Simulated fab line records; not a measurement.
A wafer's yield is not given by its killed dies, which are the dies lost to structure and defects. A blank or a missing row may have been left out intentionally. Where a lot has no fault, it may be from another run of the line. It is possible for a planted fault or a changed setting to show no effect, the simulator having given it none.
fab line records    flow gf180mcu
[record] lots = 6  wafers = 18  last_day = 34
route steps=602 shown MVSD@75 MVPSD@78 VT_IMPLANT@91
lots with no fault: from the same line, run without faults
start_h: hours from the record's first day to the start of the lot's first wafer shown    wait_h: how many hours have passed since the lot's step before this one    " identical to the entry in the row above    L1.1+2: one row covering several wafers at once    - no value, or no start given    * or withheld: withheld    < > ~ a bound
route shown NAME@n: names a module that has steps shown in the file, with the first one's number in the route    usual: mean/standard deviation of fault-free wafers    same: alike in all rows    chamber/n: place in a boat    sites: the reading at each site    _std_site: the standard deviation of these    _edge_site: outer sites' mean less inner sites'    radius_mm: for every site, how far away it sits from the centre of the wafer    mask NAME#n: copy n    behind: the tool/chamber that last shaped the wafer    hold: the reason the lot was held/the length of the hold in hours/how it ended    device: which transistor (n, p or np) failed to switch    end of line: the same wafers' tests at the end of the route    where a step has no rows: the recipe by itself    killed: not the wafer's yield, but the dies lost to structure and defects at the first sort    map: dies across one wafer; x = killed, . = not, _ = none there
set.NAME: the setting the step ran with; set.NAME@STEP: the setting that earlier step ran with    model.NAME: the simulator's own value behind a step, which no gauge read
a table for each step, a row for each wafer; lots at some steps of the route
services: a tool's chamber out of use, with start hour (start_h, from the record's first day; less than 0 if before it), hours out, and reason
[[steps]]
[step GF_MVSD_IMPLANT_09]
[recipe] species = P  energy_kev = 100  dose_cm2 = 5e+12  tilt_deg = 0
[step GF_MVSD_STRIP_10]
[recipe] chemistry = O2/N2  power_w = 1400  pressure_mtorr = 1500  platen_temp_c = 250  o2_flow_sccm = 3000  n2_flow_sccm = 300  overash_fraction = 0.5
[usual] drypump_motor_current_A = 5.5/0.33  heater_power_w = 323/18  n2_flow_sccm = 300.2/0.92  oes_product_au = 0.722/0.0049  strip_time_to_endpoint_s = 36.94/0.1
lot.wafer  tool             chamber  start_h  wait_h  drypump_motor_current_A  heater_power_w  n2_flow_sccm  oes_product_au  rf_hours_counter_h  strip_time_to_endpoint_s
L543.1     plasma_asher-04  1        124.55   0.1     5.4                      290             299.6         0.720           35                  36.86
L543.2     "                0        "        "       5.5                      322             299.2         0.722           35                  36.94
L543.3     "                0        "        "       5.5                      318             300.2         0.719           -                   36.97
L544.3     plasma_asher-01  1        131.90   0.1     6.1                      311             300.9         0.722           -                   36.79
L544.5     "                1        "        "       6.0                      310             301.2         0.717           -                   36.94
L544.6     "                0        "        "       5.2                      319             299.5         0.718           -                   36.86
L545.2     plasma_asher-03  0        134.76   0.1     5.1                      355             299.6         0.721           47                  36.93
L545.4     "                1        "        "       5.7                      345             299.9         0.708           -                   36.94
L545.5     "                0        "        "       5.1                      341             298.5         0.720           -                   36.95
L549.1     plasma_asher-01  0        155.76   0.1     5.2                      314             300.5         0.730           51                  36.96
L549.2     "                1        "        "       6.1                      314             299.7         0.716           51                  37.03
L549.6     "                0        "        "       5.2                      313             302.3         0.719           -                   36.99
L555.1     plasma_asher-01  1        197.47   0.1     6.1                      313             301.6         0.717           55                  36.91
L555.2     "                0        "        "       5.2                      312             299.4         0.720           55                  36.88
L555.3     "                0        "        "       5.3                      314             298.9         0.725           -                   36.88
L559.2     plasma_asher-04  0        215.31   0.1     5.5                      318             299.0         0.721           45                  36.90
L559.4     "                0        "        "       5.5                      320             300.3         0.717           -                   36.92
L559.6     "                1        "        "       5.4                      288             300.6         0.722           -                   36.86
[step GF_MVSD_TW_MEAS_11]
[usual] MVSD_TW = 1584/6.9
lot.wafer  tool           chamber  start_h  wait_h  MVSD_TW
L543.1     film_metro-01  -        124.65   0.1     1590
L543.2     "              -        "        "       1583
L543.3     "              -        "        "       1583
L544.3     film_metro-02  -        131.99   0.1     1589
L544.5     "              -        "        "       1587
L544.6     "              -        "        "       1595
L545.2     film_metro-02  -        134.87   0.1     1579
L545.4     "              -        "        "       1594
L545.5     "              -        "        "       1588
L549.1     film_metro-01  -        155.86   0.1     1576
L549.2     "              -        "        "       1580
L549.6     "              -        "        "       1583
L555.1     film_metro-01  -        197.57   0.1     1587
L555.2     "              -        "        "       1576
L555.3     "              -        "        "       1578
L559.2     film_metro-03  -        215.42   0.1     1592
L559.4     "              -        "        "       1596
L559.6     "              -        "        "       1594
[step GF_MVPSD_DEHYDRATE_00]
[recipe] temp_c = 200  time_s = 60
[step GF_MVPSD_HMDS_01]
[recipe] prime_time_s = 60  prime_temp_c = 120
[step GF_MVPSD_COAT_02]
[recipe] spin_rpm = 2000  resist_thk_nm = 3000
[step GF_MVPSD_SOFTBAKE_03]
[recipe] temp_c = 110  time_s = withheld
[step GF_MVPSD_EXPOSE_04]
[recipe] mask_id = MVPSD  target_cd_nm = 1000  na = 0.6  source_shape = conventional  sigma_outer = 0.6  dose_mj = 260
[step GF_MVPSD_PEB_05]
[recipe] temp_c = 115  time_s = withheld
[step GF_MVPSD_DEVELOP_06]
[recipe] wall_angle_deg = 90  develop_time_s = 60  dev_temp_c = 23
[step GF_MVPSD_OVL_MEAS_07]
[usual] MVPSD_OVL = -0.3/1.4
lot.wafer  tool        chamber  start_h  wait_h  MVPSD_OVL[nm]
L543.1     overlay-02  -        139.41   -       -0.1
L543.2     "           -        "        "       3.0
L543.3     "           -        "        "       1.6
L544.3     overlay-02  -        147.02   -       -0.8
L544.5     "           -        "        "       -0.1
L544.6     "           -        "        "       -1.0
L545.2     overlay-01  -        150.42   -       0.7
L545.4     "           -        "        "       -0.4
L545.5     "           -        "        "       1.5
L549.1     overlay-02  -        171.71   -       -0.5
L549.2     "           -        "        "       -1.1
L549.6     "           -        "        "       -0.1
L555.1     overlay-02  -        215.11   -       -2.8
L555.2     "           -        "        "       -3.7
L555.3     "           -        "        "       -3.5
L559.2     overlay-01  -        232.87   -       -2.8
L559.4     "           -        "        "       -1.1
L559.6     "           -        "        "       -0.6
[step GF_MVPSD_IMPLANT_08]
[recipe] species = B  energy_kev = 170  dose_cm2 = 1.531e+13  tilt_deg = 0
[step GF_MVPSD_IMPLANT_09]
[recipe] species = B  energy_kev = 40  dose_cm2 = 5e+12  tilt_deg = 0
[usual] beam_energy_keV = 40.001/0.011  beam_on_s = 10.00/0.21
lot.wafer  tool          chamber  start_h  wait_h  beam_energy_keV  beam_on_s
L543.1     implanter-02  0        139.60   0.1     40.008           10.12
L543.2     "             0        "        "       39.993           10.03
L543.3     "             0        "        "       40.005           9.97
L544.3     implanter-02  -        147.24   0.1     -                -
L544.5     "             -        "        "       -                -
L544.6     "             -        "        "       -                -
L545.2     implanter-03  -        150.63   0.1     -                -
L545.4     "             -        "        "       -                -
L545.5     "             -        "        "       -                -
L549.1     implanter-04  0        171.89   0.1     40.009           9.57
L549.2     "             0        "        "       40.006           10.31
L549.6     "             0        "        "       40.016           10.11
L555.1     implanter-03  0        215.30   0.1     40.009           10.02
L555.2     "             0        "        "       40.005           9.79
L555.3     "             0        "        "       40.001           9.71
L559.2     implanter-02  0        233.07   0.1     39.987           10.00
L559.4     "             0        "        "       39.997           10.49
L559.6     "             0        "        "       40.005           10.29
[step GF_MVPSD_STRIP_10]
[recipe] chemistry = O2/N2  power_w = 1400  pressure_mtorr = 1500  platen_temp_c = 250  o2_flow_sccm = 3000  n2_flow_sccm = 300  overash_fraction = 0.5
[usual] drypump_motor_current_A = 5.37/0.24  heater_power_w = 321/27  n2_flow_sccm = 300.0/0.98  oes_product_au = 0.722/0.0044  strip_time_to_endpoint_s = 36.96/0.094
lot.wafer  tool             chamber  start_h  wait_h  drypump_motor_current_A  heater_power_w  n2_flow_sccm  oes_product_au  rf_hours_counter_h  strip_time_to_endpoint_s
L543.1     plasma_asher-04  1        139.75   0.1     5.42                     288             298.7         0.721           37                  36.99
L543.2     "                0        "        "       5.51                     322             299.9         0.729           37                  36.97
L543.3     "                1        "        "       5.40                     291             301.5         0.732           -                   37.00
L544.3     plasma_asher-03  1        147.38   0.1     5.69                     331             299.1         0.727           -                   36.94
L544.5     "                1        "        "       5.69                     350             297.6         0.724           -                   37.09
L544.6     "                0        "        "       5.13                     352             300.0         0.722           -                   36.92
L545.2     plasma_asher-04  1        150.75   0.1     5.40                     283             299.3         0.728           38                  36.95
L545.4     "                0        "        "       5.50                     331             299.6         0.725           -                   37.03
L545.5     "                0        "        "       5.50                     318             299.6         0.721           -                   36.92
L549.1     plasma_asher-03  0        172.04   0.1     5.12                     352             301.8         0.719           51                  36.86
L549.2     "                1        "        "       5.70                     335             300.5         0.724           51                  36.92
L549.6     "                1        "        "       5.70                     336             298.3         0.724           -                   36.99
L555.1     plasma_asher-03  0        215.45   0.1     5.12                     342             299.7         0.722           55                  36.89
L555.2     "                1        "        "       5.73                     339             298.1         0.722           55                  36.93
L555.3     "                1        "        "       5.72                     333             299.5         0.720           -                   36.94
L559.2     plasma_asher-03  1        233.20   0.1     5.70                     338             299.3         0.716           57                  36.96
L559.4     "                0        "        "       5.12                     348             299.9         0.724           -                   36.99
L559.6     "                0        "        "       5.12                     359             300.8         0.722           -                   36.83
[step GF_MVPSD_TW_MEAS_11]
[usual] MVPSD_TW = 557.7/2.7
lot.wafer  tool           chamber  start_h  wait_h  hold                      MVPSD_TW
L543.1     film_metro-03  -        139.85   0.1     -                         557.4
L543.2     "              -        "        "       -                         558.4
L543.3     "              -        "        "       -                         558.1
L544.3     film_metro-01  -        147.46   0.1     await_dispo/0.2h/release  526.7
L544.5     "              -        "        "       await_dispo/0.2h/release  527.8
L544.6     "              -        "        "       await_dispo/0.2h/release  526.4
L544.3     film_metro-01  -        147.75   0.3     -                         524.4
L544.5     "              -        "        "       -                         527.3
L544.6     "              -        "        "       -                         525.1
L545.2     film_metro-02  -        150.86   0.1     await_dispo/0.2h/release  530.0
L545.4     "              -        "        "       await_dispo/0.2h/release  529.3
L545.5     "              -        "        "       await_dispo/0.2h/release  528.9
L545.2     film_metro-02  -        151.09   0.2     -                         530.9
L545.4     "              -        "        "       -                         530.5
L545.5     "              -        "        "       -                         530.2
L549.1     film_metro-01  -        172.14   0.1     -                         560.0
L549.2     "              -        "        "       -                         560.8
L549.6     "              -        "        "       -                         559.3
L555.1     film_metro-01  -        215.55   0.1     -                         556.4
L555.2     "              -        "        "       -                         558.5
L555.3     "              -        "        "       -                         558.8
L559.2     film_metro-02  -        233.31   0.1     -                         560.0
L559.4     "              -        "        "       -                         558.7
L559.6     "              -        "        "       -                         559.3
[step GF_VT_IMPLANT_HMDS_01]
[recipe] prime_time_s = 60  prime_temp_c = 120
[step GF_VT_IMPLANT_COAT_02]
[recipe] resist = NOVOLAK  spin_rpm = 3000  resist_thk_nm = 1000
[step GF_VT_IMPLANT_SOFTBAKE_03]
[recipe] temp_c = 90  time_s = 60  resist = NOVOLAK
[step GF_VT_IMPLANT_EXPOSE_04]
[recipe] mask_id = LVPWELL_LV_AREA  target_cd_nm = 600  na = 0.6  source_shape = conventional  sigma_outer = 0.6  dose_mj = 141
[step GF_VT_IMPLANT_PEB_05]
[recipe] temp_c = withheld  time_s = *  resist = NOVOLAK
[step GF_VT_IMPLANT_DEVELOP_06]
[recipe] develop_time_s = 60  dev_temp_c = 23
[step GF_VT_IMPLANT_OVL_MEAS_07]
[usual] VT_IMPLANT_OVL = 1.2/1.3
lot.wafer  tool        chamber  start_h  wait_h  VT_IMPLANT_OVL[nm]
L543.1     overlay-02  -        155.13   0.1     2.4
L543.2     "           -        "        "       0.4
L543.3     "           -        "        "       0.7
L544.3     overlay-01  -        163.37   0.1     4.2
L544.5     "           -        "        "       3.3
L544.6     "           -        "        "       2.6
L545.2     overlay-01  -        166.46   0.1     2.8
L545.4     "           -        "        "       -0.7
L545.5     "           -        "        "       1.3
L549.1     overlay-01  -        188.88   0.1     -0.7
L549.2     "           -        "        "       0.7
L549.6     "           -        "        "       -0.9
L555.1     overlay-01  -        233.16   0.1     2.3
L555.2     "           -        "        "       0.4
L555.3     "           -        "        "       0.9
L559.2     overlay-01  -        251.87   0.1     2.1
L559.4     "           -        "        "       0.2
L559.6     "           -        "        "       2.2
[step GF_VT_IMPLANT_IMPLANT_08]
[recipe] species = BF2  energy_kev = 20  dose_cm2 = 8.29e+12  tilt_deg = 7
[step GF_VT_IMPLANT_STRIP_09]
[recipe] chemistry = O2/N2  power_w = 1400  pressure_mtorr = 1500  platen_temp_c = 250  o2_flow_sccm = 3000  n2_flow_sccm = 300  overash_fraction = 0.5
[usual] drypump_motor_current_A = 5.5/0.35  heater_power_w = 313/21  n2_flow_sccm = 300.1/0.87  oes_product_au = 0.716/0.0046  strip_time_to_endpoint_s = 12.63/0.037
lot.wafer  tool             chamber  start_h  wait_h  drypump_motor_current_A  heater_power_w  n2_flow_sccm  oes_product_au  rf_hours_counter_h  strip_time_to_endpoint_s
L543.1     plasma_asher-04  0        155.32   0.1     5.5                      323             299.4         0.710           39                  12.61
L543.2     "                1        "        "       5.4                      284             297.5         0.717           39                  12.57
L543.3     "                1        "        "       5.4                      287             299.8         0.713           -                   12.67
L544.3     plasma_asher-01  1        163.58   0.1     6.1                      314             299.4         0.716           -                   12.64
L544.5     "                1        "        "       6.1                      317             300.8         0.721           -                   12.58
L544.6     "                0        "        "       5.2                      315             300.2         0.715           -                   12.59
L545.2     plasma_asher-01  0        166.64   0.1     5.2                      321             301.6         0.718           52                  12.60
L545.4     "                1        "        "       6.1                      314             300.2         0.706           -                   12.58
L545.5     "                0        "        "       5.2                      321             302.0         0.720           -                   12.62
L549.1     plasma_asher-02  0        189.07   0.1     5.5                      286             301.0         0.716           8                   12.66
L549.2     "                1        "        "       4.9                      348             300.7         0.726           8                   12.61
L549.6     "                1        "        "       4.9                      352             300.0         0.714           -                   12.62
L555.1     plasma_asher-04  1        233.35   0.1     5.4                      289             301.1         0.713           47                  12.62
L555.2     "                0        "        "       5.5                      323             300.3         0.712           47                  12.62
L555.3     "                1        "        "       5.4                      294             300.6         0.717           -                   12.61
L559.2     plasma_asher-01  0        252.05   0.1     5.2                      323             300.4         0.716           60                  12.66
L559.4     "                0        "        "       5.2                      309             298.1         0.711           -                   12.67
L559.6     "                1        "        "       6.0                      318             301.5         0.708           -                   12.69
[step GF_VT_IMPLANT_TW_MEAS_10]
[usual] VT_IMPLANT_TW = 568/3.2
lot.wafer  tool           chamber  start_h  wait_h  VT_IMPLANT_TW
L543.1     film_metro-02  -        155.42   0.1     566
L543.2     "              -        "        "       569
L543.3     "              -        "        "       568
L544.3     film_metro-02  -        163.66   0.1     566
L544.5     "              -        "        "       563
L544.6     "              -        "        "       568
L545.2     film_metro-02  -        166.75   0.1     566
L545.4     "              -        "        "       564
L545.5     "              -        "        "       567
L549.1     film_metro-02  -        189.17   0.1     565
L549.2     "              -        "        "       566
L549.6     "              -        "        "       566
L555.1     film_metro-01  -        233.45   0.1     561
L555.2     "              -        "        "       562
L555.3     "              -        "        "       564
L559.2     film_metro-02  -        252.16   0.1     569
L559.4     "              -        "        "       567
L559.6     "              -        "        "       569
[step GF_VT_IMPLANT_DEHYDRATE_11]
[recipe] temp_c = 200  time_s = 60
[step GF_VT_IMPLANT_HMDS_12]
[recipe] prime_time_s = 60  prime_temp_c = 120
[step GF_VT_IMPLANT_COAT_13]
[recipe] resist = NOVOLAK  spin_rpm = 3000  resist_thk_nm = 1000
[step GF_VT_IMPLANT_SOFTBAKE_14]
[recipe] temp_c = 90  time_s = 60  resist = NOVOLAK
[step GF_VT_IMPLANT_EXPOSE_15]
[recipe] mask_id = Nwell_LV_AREA  target_cd_nm = 860  na = 0.6  source_shape = conventional  sigma_outer = 0.6  dose_mj = 140
[step GF_VT_IMPLANT_PEB_16]
[recipe] temp_c = withheld  time_s = *  resist = NOVOLAK
[step GF_VT_IMPLANT_DEVELOP_17]
[recipe] develop_time_s = 60  dev_temp_c = 23
[step GF_VT_IMPLANT_OVL_MEAS_18]
[usual] VT_IMPLANT_01_OVL = -0.2/1.4
lot.wafer  tool        chamber  start_h  wait_h  VT_IMPLANT_01_OVL[nm]
L543.1     overlay-01  -        171.36   0.1     -2.3
L543.2     "           -        "        "       -1.5
L543.3     "           -        "        "       -2.3
L544.3     overlay-01  -        179.79   0.1     -1.7
L544.5     "           -        "        "       -1.0
L544.6     "           -        "        "       -2.6
L545.2     overlay-01  -        183.27   0.1     3.0
L545.4     "           -        "        "       0.7
L545.5     "           -        "        "       0.0
L549.1     overlay-02  -        206.23   0.1     0.6
L549.2     "           -        "        "       1.7
L549.6     "           -        "        "       -1.2
L555.1     overlay-02  -        251.71   0.1     -0.7
L555.2     "           -        "        "       1.2
L555.3     "           -        "        "       -0.5
L559.2     overlay-02  -        270.82   0.1     -0.5
L559.4     "           -        "        "       -2.8
L559.6     "           -        "        "       -3.5
[step GF_VT_IMPLANT_IMPLANT_19]
[recipe] species = As  energy_kev = 100  dose_cm2 = 4.35e+12  tilt_deg = 7
[step GF_VT_IMPLANT_STRIP_20]
[recipe] chemistry = O2/N2  power_w = 1400  pressure_mtorr = 1500  platen_temp_c = 250  o2_flow_sccm = 3000  n2_flow_sccm = 300  overash_fraction = 0.5
[usual] drypump_motor_current_A = 5.4/0.34  heater_power_w = 315/26  n2_flow_sccm = 300.1/1  oes_product_au = 0.716/0.0045  strip_time_to_endpoint_s = 12.62/0.038
lot.wafer  tool             chamber  start_h  wait_h  drypump_motor_current_A  heater_power_w  n2_flow_sccm  oes_product_au  rf_hours_counter_h  strip_time_to_endpoint_s
L543.1     plasma_asher-01  1        171.54   0.1     6.1                      315             298.6         0.713           53                  12.64
L543.2     "                0        "        "       5.2                      318             299.0         0.722           53                  12.67
L543.3     "                1        "        "       6.1                      319             300.3         0.712           -                   12.65
L544.3     plasma_asher-02  1        180.00   0.1     4.9                      347             298.5         0.717           -                   12.63
L544.5     "                0        "        "       5.4                      278             301.1         0.724           -                   12.60
L544.6     "                1        "        "       4.9                      354             299.0         0.722           -                   12.60
L545.2     plasma_asher-04  1        183.45   0.1     5.4                      290             300.8         0.723           41                  12.68
L545.4     "                0        "        "       5.5                      324             299.8         0.705           -                   12.64
L545.5     "                1        "        "       5.4                      293             301.0         0.712           -                   12.66
L549.1     plasma_asher-02  1        206.42   0.1     4.9                      349             299.6         0.718           10                  12.65
L549.2     "                0        "        "       5.5                      288             300.4         0.716           10                  12.63
L549.6     "                0        "        "       5.4                      289             299.6         0.711           -                   12.62
L555.1     plasma_asher-04  1        251.89   0.1     5.4                      284             299.4         0.714           49                  12.61
L555.2     "                0        "        "       5.5                      322             301.2         0.714           49                  12.64
L555.3     "                0        "        "       5.5                      318             302.0         0.716           -                   12.62
L559.2     plasma_asher-02  1        271.00   0.1     4.9                      350             301.3         0.710           16                  12.67
L559.4     "                0        "        "       5.4                      290             300.4         0.715           -                   12.68
L559.6     "                1        "        "       4.9                      367             300.1         0.716           -                   12.65
[step GF_VT_IMPLANT_TW_MEAS_21]
[usual] VT_IMPLANT_2_TW = 1223/8.7
lot.wafer  tool           chamber  start_h  wait_h  VT_IMPLANT_2_TW
L543.1     film_metro-01  -        171.64   0.1     1218
L543.2     "              -        "        "       1219
L543.3     "              -        "        "       1221
L544.3     film_metro-01  -        180.09   0.1     1224
L544.5     "              -        "        "       1220
L544.6     "              -        "        "       1225
L545.2     film_metro-01  -        183.56   0.1     1224
L545.4     "              -        "        "       1215
L545.5     "              -        "        "       1220
L549.1     film_metro-04  -        206.59   0.1     1224
L549.2     "              -        "        "       1217
L549.6     "              -        "        "       1225
L555.1     film_metro-04  -        251.99   0.1     1236
L555.2     "              -        "        "       1236
L555.3     "              -        "        "       1233
L559.2     film_metro-04  -        271.11   0.1     1222
L559.4     "              -        "        "       1221
L559.6     "              -        "        "       1229
[step GF_VT_IMPLANT_DEHYDRATE_22]
[recipe] temp_c = 200  time_s = 60
[step GF_VT_IMPLANT_HMDS_23]
[recipe] prime_time_s = 60  prime_temp_c = 120
[step GF_VT_IMPLANT_COAT_24]
[recipe] resist = NOVOLAK  spin_rpm = 3000  resist_thk_nm = 1000
[step GF_VT_IMPLANT_SOFTBAKE_25]
[recipe] temp_c = 90  time_s = 60  resist = NOVOLAK
[step GF_VT_IMPLANT_EXPOSE_26]
[recipe] mask_id = LVPWELL_HV_AREA  target_cd_nm = 860  na = 0.6  source_shape = conventional  sigma_outer = 0.6  dose_mj = 140
[step GF_VT_IMPLANT_RS_MEAS_49]
[recipe] thk_meas_gauge = four-point-probe
[usual] MVPSD_RS = 1156.6/2.5
lot.wafer  tool           chamber  start_h  wait_h  hold                      MVPSD_RS[ohm/sq]
L543.1     film_metro-01  -        205.52   0.1     -                         1156.4
L543.2     "              -        "        "       -                         1156.8
L543.3     "              -        "        "       -                         1157.6
L544.3     film_metro-03  -        213.83   0.1     await_dispo/0.2h/release  1519.3
L544.5     "              -        "        "       await_dispo/0.2h/release  1517.0
L544.6     "              -        "        "       await_dispo/0.2h/release  1521.8
L544.3     film_metro-03  -        214.17   0.3     -                         1519.4
L544.5     "              -        "        "       -                         1517.6
L544.6     "              -        "        "       -                         1517.8
L545.2     film_metro-03  -        219.18   0.1     await_dispo/0.2h/release  1511.5
L545.4     "              -        "        "       await_dispo/0.2h/release  1513.7
L545.5     "              -        "        "       await_dispo/0.2h/release  1509.6
L545.2     film_metro-03  -        219.47   0.3     -                         1514.6
L545.4     "              -        "        "       -                         1515.2
L545.5     "              -        "        "       -                         1511.5
L549.1     film_metro-01  -        242.99   0.1     -                         1155.7
L549.2     "              -        "        "       -                         1154.2
L549.6     "              -        "        "       -                         1151.4
L555.1     film_metro-02  -        291.41   0.1     -                         1157.9
L555.2     "              -        "        "       -                         1159.2
L555.3     "              -        "        "       -                         1155.0
L559.2     film_metro-02  -        311.70   0.1     -                         1156.6
L559.4     "              -        "        "       -                         1153.3
L559.6     "              -        "        "       -                         1156.1
[[services]]
tool             chamber  start_h  hours  kind
plasma_asher-01  -        102.06   2.0    repair
plasma_asher-02  -        108.75   9.0    pm
plasma_asher-02  0        108.75   9.0    vent_cycle
plasma_asher-02  1        108.75   9.0    vent_cycle
plasma_asher-02  0        117.75   -      clean
plasma_asher-03  -        117.90   15.6   pm
implanter-04     -        125.86   22.6   pm
implanter-02     -        149.00   2.0    repair
implanter-04     -        149.77   6.3    pm
implanter-03     -        159.11   4.0    pm
implanter-03     -        164.95   5.1    repair
plasma_asher-04  -        175.22   4.3    pm
plasma_asher-02  -        192.34   2.3    repair
plasma_asher-01  -        219.10   9.4    repair
implanter-02     -        228.83   1.9    repair
plasma_asher-02  -        245.63   2.0    repair
implanter-04     -        247.61   2.8    repair
implanter-02     -        250.10   7.0    pm
plasma_asher-03  -        252.37   2.2    repair
implanter-03     -        253.57   114.2  pm
plasma_asher-02  -        257.42   2.8    pm
implanter-02     -        259.45   1.9    repair
plasma_asher-02  -        261.00   2.2    repair
plasma_asher-03  -        268.13   1.6    repair
[[key]]
[first_sign] step = GF_MVPSD_IMPLANT_09  reading = tool_record  direction = missing
[effect] step = GF_MVPSD_TW_MEAS_11  reading = visit  direction = added
[effect] step = GF_MVPSD_TW_MEAS_11  reading = MVPSD_TW  direction = down  sigmas = 11  usual = 557.7  struck = 528.2
[effect] step = GF_VT_IMPLANT_RS_MEAS_49  reading = MVPSD_RS  direction = up  sigmas = 99+  usual = 1156.6  struck = 1515.5
met_at GF_MVPSD_IMPLANT_09
struck_wafers L544.3,L544.5,L544.6,L545.2,L545.4,L545.5
later_rows_left_out L544.3,L544.5,L544.6,L545.2,L545.4,L545.5
sort_left_out L544.3,L544.5,L544.6,L545.2,L545.4,L545.5
tester_left_out L544,L545
onset_between 139.60 147.24
[fault] kind = skipped_step_whole  tool = implanter-02,implanter-03  chamber = -  onset_h = 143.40  steps = GF_MVPSD_IMPLANT_09  scope = struck_lots_only
// tester_left_out: of these lots the tester's yield and bins aren't shown, on N5 and GAA mostly nor the transistor test; their killed dies are dies lost to structure and defects alone, not to doping, threshold or leakage, so they don't give the yield
// sort_left_out: the simulated sort isn't trusted on such a fault, so these wafers' sort isn't shown, and their yield isn't known
// later_rows_left_out: the simulator's readings of these wafers behind a module that went badly wrong aren't trusted and aren't shown, but for the sort
